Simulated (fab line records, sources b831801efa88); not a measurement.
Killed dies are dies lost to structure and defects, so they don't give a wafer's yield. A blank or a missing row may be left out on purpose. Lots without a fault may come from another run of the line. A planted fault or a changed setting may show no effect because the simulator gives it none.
Which tool did it? | flow gf180mcu | 13 lots, 39 wafers sampled, at 3 steps of a route of 602

WHAT THE GAUGES READ, wafer by wafer
GF_V2_CD_MEAS_14: target cd 260 nm.
lot  | measured     | on        | cd_nm (nm)
L146 | day 20 06:14 | cd_sem-01 | 261.3 260.3 261.5
L147 | day 21 09:38 | cd_sem-02 | 259.5 259.7 259.0
L148 | day 21 12:30 | cd_sem-01 | 258.4 259.1 259.2
L149 | day 21 18:06 | cd_sem-02 | 261.0 260.0 259.2
L151 | day 22 09:12 | cd_sem-02 | 259.9 259.7 258.9
L154 | day 23 00:29 | cd_sem-01 | 258.8 259.0 258.1
L157 | day 23 21:41 | cd_sem-01 | 262.6 261.8 261.8
L161 | day 25 10:01 | cd_sem-02 | 261.7 263.2 261.3
L163 | day 26 04:45 | cd_sem-02 | 259.0 259.7 259.4
L164 | day 26 13:52 | cd_sem-01 | 260.9 261.5 260.7
L166 | day 27 04:06 | cd_sem-02 | 260.5 261.5 259.6
L167 | day 27 14:13 | cd_sem-01 | 260.6 259.7 259.4
L169 | day 27 21:21 | cd_sem-01 | 261.3 260.8 261.1

WHICH TOOL RAN EACH LOT (tool, then ch and the chambers of the sampled wafers, then the start)
lot  | GF_M2_SPUTTER_02             | GF_M2_SPUTTER_04
L146 | pvd_sputter-03, day 18 04:24 | pvd_sputter-03, day 18 04:27
L147 | pvd_sputter-04, day 19 07:19 | pvd_sputter-04, day 19 07:22
L148 | pvd_sputter-03, day 19 11:04 | pvd_sputter-03, day 19 11:07
L149 | pvd_sputter-04, day 19 16:50 | pvd_sputter-04, day 19 16:53
L151 | pvd_sputter-01, day 20 07:32 | pvd_sputter-01, day 20 07:35
L154 | pvd_sputter-01, day 21 00:29 | pvd_sputter-01, day 21 00:32
L157 | pvd_sputter-04, day 21 23:32 | pvd_sputter-04, day 21 23:35
L161 | pvd_sputter-04, day 23 12:25 | pvd_sputter-04, day 23 12:28
L163 | pvd_sputter-04, day 24 04:38 | pvd_sputter-04, day 24 04:41
L164 | pvd_sputter-01, day 24 16:57 | pvd_sputter-01, day 24 17:00
L166 | pvd_sputter-01, day 25 08:41 | pvd_sputter-01, day 25 08:44
L167 | pvd_sputter-01, day 25 19:01 | pvd_sputter-01, day 25 19:05
L169 | pvd_sputter-04, day 26 02:20 | pvd_sputter-04, day 26 02:23
- GF_M2_SPUTTER_02: material AlCu, target thk 450 nm, time 23.9 s.
- GF_M2_SPUTTER_04: material TiN, target thk 50 nm, time 41.7 s.

WHAT THE TOOLS THEMSELVES READ (means of the sampled wafers that have a number; where no wafer has one, the mark that the record gives instead)
GF_M2_SPUTTER_02.
lot  | tool           | throttle_valve_pct (%)
L146 | pvd_sputter-03 | 28.5
L147 | pvd_sputter-04 | 30.9
L148 | pvd_sputter-03 | 29.8
L149 | pvd_sputter-04 | 30.6
L151 | pvd_sputter-01 | 29.7
L154 | pvd_sputter-01 | 29.3
L157 | pvd_sputter-04 | 30.3
L161 | pvd_sputter-04 | 31.1
L163 | pvd_sputter-04 | 30.9
L164 | pvd_sputter-01 | 29.1
L166 | pvd_sputter-01 | 28.7
L167 | pvd_sputter-01 | 29.1
L169 | pvd_sputter-04 | 30.1

GF_M2_SPUTTER_04.
lot  | tool           | throttle_valve_pct (%)
L146 | pvd_sputter-03 | 28.7
L147 | pvd_sputter-04 | 31.0
L148 | pvd_sputter-03 | 29.7
L149 | pvd_sputter-04 | 30.5
L151 | pvd_sputter-01 | 29.8
L154 | pvd_sputter-01 | 29.1
L157 | pvd_sputter-04 | 30.5
L161 | pvd_sputter-04 | 30.8
L163 | pvd_sputter-04 | 30.7
L164 | pvd_sputter-01 | 28.8
L166 | pvd_sputter-01 | 28.6
L167 | pvd_sputter-01 | 29.2
L169 | pvd_sputter-04 | 30.2

THE ANSWER, worked out from the rows above alone
Rule: what is usual is taken from the lots themselves. Put in order of their means at a reading, lots are off if they are a third of the lots or fewer, leave a main group of 4 or more, and stand apart from it by a gap of 3 or more times the standard deviation of the main group's means; of several such gaps the widest counts. A main group whose means are all the same, to the digits that the tables above print for the reading, isn't used. A lot without any number at a reading at which 4 lots or more have one is off too. The other lots that the step has rows for count as sound. The gauges are gone through in route order, then the tools' own readings, and for those a lot's mean is taken as printed above. The first step at which some lot is off is used, and at that step the reading that is off furthest; a lot without a number counts as furthest.
No lot is off at any reading shown: from this, nothing can be told.

WHAT THE SIMULATOR HAD PUT IN
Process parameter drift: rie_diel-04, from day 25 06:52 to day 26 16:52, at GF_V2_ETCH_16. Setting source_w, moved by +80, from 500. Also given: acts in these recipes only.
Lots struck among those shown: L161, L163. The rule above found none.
